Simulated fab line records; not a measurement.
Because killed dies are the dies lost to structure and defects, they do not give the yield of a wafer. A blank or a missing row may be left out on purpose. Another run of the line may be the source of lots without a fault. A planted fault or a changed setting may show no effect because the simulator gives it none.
fab line records    flow sky130
[record] lots = 7  wafers = 19  last-day = 50
route steps=708 shown POLY_CUT@312 SD_P@320 PAD_OPEN@708
lots with no fault: from the same line, run without faults
start-h: hours from the record's opening day to when the first of the lot's shown wafers began    wait-h: hours from the lot's prior step to this one    " identical to the entry in the row above    L1.1+2: several wafers, shown together as one row    - no value present, or no start provided    * or withheld: withheld    < > ~ a bound
route shown NAME@n: NAME is a module with steps in the file, n the number in the route of the first one    usual: mean and standard deviation over wafers with no fault    same: alike in all rows    chamber/n: place in a boat    sites: per-site readings    _std_site: their standard deviation    _edge_site: the outer-site mean with the inner-site mean subtracted    radius-mm: how far each site lies from the wafer's centre    mask NAME#n: copy n    behind: the last tool/chamber to shape the wafer    hold: why the lot went on hold/how many hours it stayed there/how the hold came to an end    device: names the non-switching transistor (n, p or np)    end of line: tests of these same wafers at the route's end    a step with no rows: only its recipe    killed: count of dies lost to structure and defects at first sort (not the wafer's yield)    map: a wafer's dies, marking killed ones x, the rest . and places with no die _
set.NAME: setting as actually run; set.NAME@STEP: the setting as run at that earlier step    model.NAME: the simulator's own value behind a step, which no gauge read
lots at some steps of the route; a table a step, a row a wafer
services: a tool's chamber out of use, with start hour (start-h, from the record's first day; less than 0 if before it), hours out, and reason
[[steps]]
[step SKY_POLY_CUT_EXPOSE_05]
[recipe] mask-id = NPCM  na = 0.8  source-shape = annular  sigma-inner = 0.55  sigma-outer = 0.85  target-cd-nm = 270  dose-mj = 32
[step SKY_POLY_CUT_PEB_06]
[recipe] peb-temp-c = withheld  peb-time-s = withheld  resist = KrF-thick
[step SKY_POLY_CUT_DEVELOP_07]
[recipe] develop-time-s = 60  resist = KrF-thick  dev-temp-c = 21
[step SKY_POLY_CUT_CD_MEAS_08]
[recipe] target-cd-nm = 270
[usual] cd-nm = 269.8/1.6
lot.wafer  tool       chamber  start-h  wait-h  cd-nm
L971.1     cd-sem-02  -        559.98   -       269.7
L971.2     "          -        "        "       270.2
L971.6     "          -        "        "       268.0
L982.1     cd-sem-01  -        662.99   -       271.8
L982.6     "          -        "        "       272.7
L983.1     cd-sem-01  -        677.83   -       269.2
L983.3     "          -        "        "       269.8
L983.4     "          -        "        "       268.2
L984.2     cd-sem-02  -        686.07   -       268.3
L984.6     "          -        "        "       268.0
L991.1     cd-sem-02  -        734.61   -       271.2
L991.2     "          -        "        "       268.5
L991.3     "          -        "        "       270.8
L992.1     cd-sem-02  -        742.30   -       268.2
L992.3     "          -        "        "       268.4
L992.5     "          -        "        "       268.8
L993.2     cd-sem-01  -        755.31   -       271.6
L993.3     "          -        "        "       272.1
L993.6     "          -        "        "       272.1
[step SKY_POLY_CUT_OVL_MEAS_09]
[usual] POLY_CUT_OVL = 3/6
lot.wafer  tool        chamber  start-h  wait-h  POLY_CUT_OVL[nm]
L971.1     overlay-01  -        560.10   0.1     -2
L971.2     "           -        "        "       -1
L971.6     "           -        "        "       2
L982.1     overlay-02  -        663.11   0.1     11
L982.6     "           -        "        "       -2
L983.1     overlay-02  -        677.95   0.1     11
L983.3     "           -        "        "       -1
L983.4     "           -        "        "       -5
L984.2     overlay-01  -        686.18   0.1     12
L984.6     "           -        "        "       2
L991.1     overlay-01  -        734.73   0.1     3
L991.2     "           -        "        "       -12
L991.3     "           -        "        "       0
L992.1     overlay-01  -        742.42   0.1     7
L992.3     "           -        "        "       11
L992.5     "           -        "        "       12
L993.2     overlay-01  -        755.41   0.1     11
L993.3     "           -        "        "       8
L993.6     "           -        "        "       9
[step SKY_POLY_CUT_ETCH_10]
[recipe] chemistry = N2/H2  target = BARC  ion-energy-ev = 200  source-w = 500  bias-w = 100  pressure-mtorr = 30  n2-flow-sccm = 100  h2-flow-sccm = 200  stop-on = SiO2  time-s = 45.9  target-depth-a = 600
[usual] bias-w = 100.0/0.33  drypump-motor-current-A = 5.7/0.56  h2-flow-sccm = 200.0/0.55  oes-product-au = 0.855/0.0043  throttle-valve-pct = 13.225/0.0089
lot.wafer  tool         chamber  start-h  wait-h  bias-w  drypump-motor-current-A  h2-flow-sccm  oes-product-au  rf-hours-counter-h  throttle-valve-pct
L971.1     rie-diel-04  2        560.14   0.0     100.3   5.6                      200.3         0.850           6                   13.223
L971.2     "            3        "        "       100.1   5.8                      198.6         0.857           2                   13.240
L971.6     "            3        "        "       99.9    5.8                      199.9         0.854           -                   13.231
L982.1     rie-diel-04  3        663.14   0.0     99.3    5.8                      200.6         0.862           4                   13.227
L982.6     "            0        "        "       100.4   6.5                      199.7         0.855           -                   13.240
L983.1     rie-diel-03  1        677.99   0.0     100.3   5.8                      200.4         0.854           7                   13.230
L983.3     "            0        "        "       99.7    6.1                      199.1         0.849           4                   13.217
L983.4     "            3        "        "       100.5   4.7                      200.1         0.856           13                  13.220
L984.2     rie-diel-04  1        686.21   0.0     100.3   6.2                      199.6         0.854           1                   13.211
L984.6     "            1        "        "       100.1   6.2                      200.5         0.858           -                   13.227
L991.1     rie-diel-01  2        734.76   0.0     99.7    4.8                      200.3         0.856           18                  13.241
L991.2     "            1        "        "       100.1   6.4                      199.9         0.852           22                  13.211
L991.3     "            0        "        "       100.0   4.9                      199.7         0.858           19                  13.228
L992.1     rie-diel-04  2        742.46   0.0     100.3   5.6                      200.7         0.850           9                   13.225
L992.3     "            1        "        "       99.5    6.2                      199.9         0.865           2                   13.237
L992.5     "            0        "        "       100.3   6.5                      199.7         0.854           -                   13.223
L993.2     rie-diel-04  2        755.44   0.0     99.6    5.6                      200.7         0.856           9                   13.232
L993.3     "            0        "        "       100.2   6.5                      199.6         0.860           10                  13.231
L993.6     "            0        "        "       100.5   6.5                      200.2         0.857           -                   13.221
[step SKY_POLY_CUT_ETCH_11]
[recipe] target = Si3N4  chemistry = CF4/CH2F2/Ar  stop-on = poly-Si  source-w = 600  bias-w = 150  pressure-mtorr = 40  cf4-flow-sccm = 40  ch2f2-flow-sccm = 20  Ar_flow_sccm = 150  time-s = 42.5  target-depth-a = 600
[usual] bias-w = 150.1/0.42  drypump-motor-current-A = 5.7/0.56  oes-product-au = 0.829/0.0062  throttle-valve-pct = 14.994/0.0093
lot.wafer  tool         chamber  start-h  wait-h  bias-w  drypump-motor-current-A  oes-product-au  rf-hours-counter-h  throttle-valve-pct
L971.1     rie-diel-04  2        560.18   0.0     150.3   5.6                      0.845           6                   15.010
L971.2     "            3        "        "       150.2   5.8                      0.827           2                   14.981
L971.6     "            3        "        "       149.9   5.8                      0.833           -                   14.986
L982.1     rie-diel-04  3        663.19   0.0     149.7   5.8                      0.827           4                   15.005
L982.6     "            0        "        "       149.7   6.5                      0.835           -                   14.986
L983.1     rie-diel-03  1        678.03   0.0     151.0   5.8                      0.830           7                   14.980
L983.3     "            0        "        "       150.0   6.1                      0.825           4                   14.976
L983.4     "            3        "        "       150.4   4.8                      0.822           13                  14.995
L984.2     rie-diel-04  1        686.25   0.0     150.1   6.2                      0.821           1                   14.986
L984.6     "            1        "        "       149.8   6.2                      0.821           -                   14.992
L991.1     rie-diel-01  2        734.81   0.0     150.4   4.8                      0.834           18                  14.984
L991.2     "            1        "        "       149.6   6.3                      0.841           22                  15.009
L991.3     "            0        "        "       149.6   4.9                      0.831           19                  14.992
L992.1     rie-diel-04  2        742.50   0.0     150.0   5.6                      0.826           9                   14.994
L992.3     "            1        "        "       150.0   6.2                      0.830           2                   15.001
L992.5     "            0        "        "       149.6   6.5                      0.827           -                   14.997
L993.2     rie-diel-04  2        755.49   0.0     150.1   5.6                      0.838           9                   14.992
L993.3     "            0        "        "       149.7   6.5                      0.837           10                  14.993
L993.6     "            0        "        "       150.6   6.5                      0.832           -                   14.990
[step SKY_POLY_CUT_STRIP_12]
[recipe] chemistry = O2/N2  power-w = 1400  pressure-mtorr = 1500  platen-temp-c = withheld  o2-flow-sccm = 3000  n2-flow-sccm = 300  overash-fraction = 0.5
[usual] drypump-motor-current-A = 5.4/0.33  oes-product-au = 0.453/0.0045  strip-time-to-endpoint-s = 5.362/0.016
lot.wafer  tool             chamber  start-h  wait-h  drypump-motor-current-A  oes-product-au  rf-hours-counter-h  strip-time-to-endpoint-s
L971.1     plasma-asher-01  1        560.22   0.0     5.3                      0.453           42                  5.387
L971.2     "                0        "        "       5.2                      0.455           42                  5.375
L971.6     "                0        "        "       5.2                      0.449           -                   5.363
L982.1     plasma-asher-04  0        663.23   0.0     5.2                      0.455           82                  5.372
L982.6     "                1        "        "       5.1                      0.456           -                   5.396
L983.1     plasma-asher-04  1        678.07   0.0     5.1                      0.452           83                  5.345
L983.3     "                1        "        "       5.1                      0.456           -                   5.370
L983.4     "                0        "        "       5.2                      0.454           -                   5.363
L984.2     plasma-asher-02  1        686.29   0.0     6.0                      0.453           26                  5.367
L984.6     "                1        "        "       6.0                      0.457           -                   5.368
L991.1     plasma-asher-01  1        734.85   0.0     5.4                      0.445           59                  5.345
L991.2     "                0        "        "       5.2                      0.457           59                  5.375
L991.3     "                0        "        "       5.2                      0.461           -                   5.370
L992.1     plasma-asher-02  1        742.54   0.0     6.0                      0.455           31                  5.344
L992.3     "                1        "        "       5.9                      0.457           -                   5.370
L992.5     "                1        "        "       6.0                      0.449           -                   5.350
L993.2     plasma-asher-02  0        755.53   0.0     5.9                      0.454           32                  5.354
L993.3     "                1        "        "       6.0                      0.451           -                   5.368
L993.6     "                1        "        "       6.0                      0.454           -                   5.367
[step SKY_SD_P_DEHYDRATE_00]
[recipe] temp-c = 200  time-s = 60
[step SKY_SD_P_HMDS_01]
[recipe] prime-time-s = 60  prime-temp-c = 120
[step SKY_SD_P_COAT_02]
[recipe] resist = NOVOLAK  spin-rpm = 3000  resist-thk-nm = 1140
[step SKY_SD_P_SOFTBAKE_03]
[recipe] temp-c = 90  time-s = 60  resist = NOVOLAK
[step SKY_SD_P_EXPOSE_04]
[recipe] mask-id = PSDM  na = 0.6  source-shape = conventional  sigma-outer = 0.6  polarization = unpolarized  target-cd-nm = 380  dose-mj = 138
lot.wafer   tool              chamber  start-h  wait-h  mask
L971.1+2+6  iline-stepper-02  0        575.36   -       PSDM#0
L982.1+6    iline-stepper-02  0        676.81   -       PSDM#0
L983.1+3+4  iline-stepper-02  0        692.88   -       PSDM#0
L984.2+6    iline-stepper-02  0        701.00   -       PSDM#0
L991.1+2+3  iline-stepper-01  0        749.03   -       PSDM#0
L992.1+3+5  iline-stepper-02  0        756.57   -       PSDM#0
L993.2+3+6  iline-stepper-02  0        769.00   -       PSDM#0
[step SKY_SD_P_PEB_05]
[recipe] temp-c = withheld  time-s = *  resist = NOVOLAK
[step SKY_SD_P_DEVELOP_06]
[recipe] resist = NOVOLAK  developer = TMAH  develop-time-s = 60  dev-temp-c = 23
[step SKY_SD_P_CD_MEAS_07]
[recipe] target-cd-nm = 380
[usual] cd-nm = 380.5/2.5
lot.wafer  tool       chamber  start-h  wait-h  hold                      cd-nm
L971.1     cd-sem-02  -        589.53   0.1     -                         378.9
L971.2     "          -        "        "       -                         377.8
L971.6     "          -        "        "       -                         377.5
L982.1     cd-sem-02  -        691.13   0.1     await-dispo/0.2h/release  361.3
L982.6     "          -        "        "       await-dispo/0.2h/release  362.8
L982.1     cd-sem-02  -        691.42   0.3     -                         361.3
L982.6     "          -        "        "       -                         362.9
L983.1     cd-sem-01  -        706.68   0.1     await-dispo/0.2h/release  369.2
L983.3     "          -        "        "       await-dispo/0.2h/release  380.8
L983.4     "          -        "        "       await-dispo/0.2h/release  379.3
L983.1     cd-sem-01  -        707.15   0.5     -                         369.6
L983.3     "          -        "        "       -                         380.8
L983.4     "          -        "        "       -                         379.5
L984.2     cd-sem-02  -        714.80   0.1     await-dispo/0.2h/release  380.5
L984.6     "          -        "        "       await-dispo/0.2h/release  366.2
L984.2     cd-sem-02  -        715.09   0.3     -                         380.4
L984.6     "          -        "        "       -                         366.1
L991.1     cd-sem-02  -        762.33   0.1     -                         377.2
L991.2     "          -        "        "       -                         379.7
L991.3     "          -        "        "       -                         379.4
L992.1     cd-sem-02  -        769.45   0.1     -                         380.0
L992.3     "          -        "        "       -                         379.4
L992.5     "          -        "        "       -                         380.8
L993.2     cd-sem-02  -        781.90   0.1     -                         384.4
L993.3     "          -        "        "       -                         383.3
L993.6     "          -        "        "       -                         384.4
[step SKY_SD_P_OVL_MEAS_08]
[usual] SD_P_OVL = 0.8/1.4
lot.wafer  tool        chamber  start-h  wait-h  hold                      SD_P_OVL[nm]
L971.1     overlay-02  -        589.65   0.1     -                         1.7
L971.2     "           -        "        "       -                         3.0
L971.6     "           -        "        "       -                         4.7
L982.1     overlay-01  -        698.24   6.8     await-dispo/6.7h/release  -1.9
L982.6     "           -        "        "       await-dispo/6.7h/release  -0.7
L983.1     overlay-02  -        708.96   1.8     await-dispo/1.7h/release  2.0
L983.3     "           -        "        "       await-dispo/1.7h/release  2.2
L983.4     "           -        "        "       await-dispo/1.7h/release  2.1
L984.2     overlay-01  -        716.17   1.1     await-dispo/1.0h/release  1.0
L984.6     "           -        "        "       await-dispo/1.0h/release  -0.2
L991.1     overlay-02  -        762.45   0.1     -                         2.2
L991.2     "           -        "        "       -                         -0.3
L991.3     "           -        "        "       -                         0.7
L992.1     overlay-02  -        769.57   0.1     -                         2.7
L992.3     "           -        "        "       -                         2.5
L992.5     "           -        "        "       -                         2.0
L993.2     overlay-02  -        782.01   0.1     -                         0.8
L993.3     "           -        "        "       -                         3.0
L993.6     "           -        "        "       -                         1.6
[step SKY_PAD_OPEN_PROBE_99]
[usual] killed_at_M0_to_M3 = 44/7  killed_at_M4_up = 3.2/1.8  killed-at-contacts = 24/5.1  killed-at-front-end = 15/4.3  killed-at-other = 0.3/0.5  killed-dies = 86/9.6  killed-open = 48/7.1  killed-short = 38/6.7
[same] gross-dies = 492  killed-at-back-side = 0
lot.wafer  tool       chamber  start-h  wait-h  killed_at_M0_to_M3  killed_at_M4_up  killed-at-contacts  killed-at-front-end  killed-at-other  killed-dies  killed-open  killed-short
L983.1     prober-02  -        1159.36  0.1     39                  2                30                  17                   0                88           46           42
L983.4     prober-02  -        1159.51  0.2     38                  5                31                  24                   0                98           53           45
// killed by level:class
L983.1 VIA1:geometric-particle:open=9 LI_CONTACT:geometric-particle:open=9 LI_CONTACT:geometric-particle:short=6 CONTACT:geometric-particle:open=6 FIELD_ISO:geometric-particle:open=5 METAL2:geometric-particle:short=5 POLY_GATE:geometric-particle:open=5 VIA1:geometric-particle:short=5
L983.4 CONTACT:geometric-particle:open=10 LI_CONTACT:geometric-particle:open=9 POLY_GATE:geometric-particle:short=6 METAL1:geometric-particle:short=6 VIA2:geometric-particle:open=6 FIELD_ISO:geometric-particle:open=5 CONTACT:geometric-particle:short=5 VIA2:geometric-particle:short=4
[[services]]
tool              chamber  start-h  hours  kind
rie-diel-04       2        570.09   10.5   repair
rie-diel-04       3        579.32   2.9    repair
rie-diel-04       1        609.43   -      clean
rie-diel-04       1        609.43   19.7   scheduled-down
rie-diel-04       1        609.43   19.7   vent-cycle
rie-diel-03       0        612.26   26.1   repair
rie-diel-03       -        622.73   2.8    pm
iline-stepper-02  0        636.45   -      calibration
rie-diel-03       2        641.85   1.4    repair
rie-diel-04       1        648.13   15.9   repair
iline-stepper-02  -        649.26   10.6   repair
iline-stepper-01  0        653.77   -      calibration
iline-stepper-01  -        680.37   1.7    pm
plasma-asher-04   -        681.56   2.1    repair
rie-diel-03       2        720.75   -      clean
rie-diel-03       2        720.75   21.3   scheduled-down
rie-diel-03       2        720.75   21.3   vent-cycle
iline-stepper-01  -        738.15   0.9    repair
iline-stepper-02  -        747.90   1.7    pm
plasma-asher-04   -        749.36   3.9    repair
iline-stepper-02  -        750.47   2.0    repair
iline-stepper-01  -        752.51   7.0    repair
iline-stepper-02  -        757.99   1.5    repair
rie-diel-04       0        765.33   3.4    repair
[[key]]
[first-sign] step = SKY_SD_P_CD_MEAS_07  reading = visit  direction = added
[effect] step = SKY_SD_P_CD_MEAS_07  reading = cd-nm  direction = down  sigmas = 6.2  usual = 380.5  struck = 364.9
met-at SKY_SD_P_EXPOSE_04
struck-wafers L982.1,L982.6,L983.1,L984.6
tester-left-out L982,L983,L984
onset-between 575.36 676.81
[fault] kind = process-parameter-drift  tool = iline-stepper-02  chamber = -  onset-h = 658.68  steps = SKY_SD_P_EXPOSE_04  channel = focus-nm  offset = 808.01  shape = step  end-h = 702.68  scope = struck-wafers-only
// tester-left-out: of these lots the tester's yield and bins aren't shown, on N5 and GAA mostly nor the transistor test; their killed dies are dies lost to structure and defects alone, not to doping, threshold or leakage, so they don't give the yield
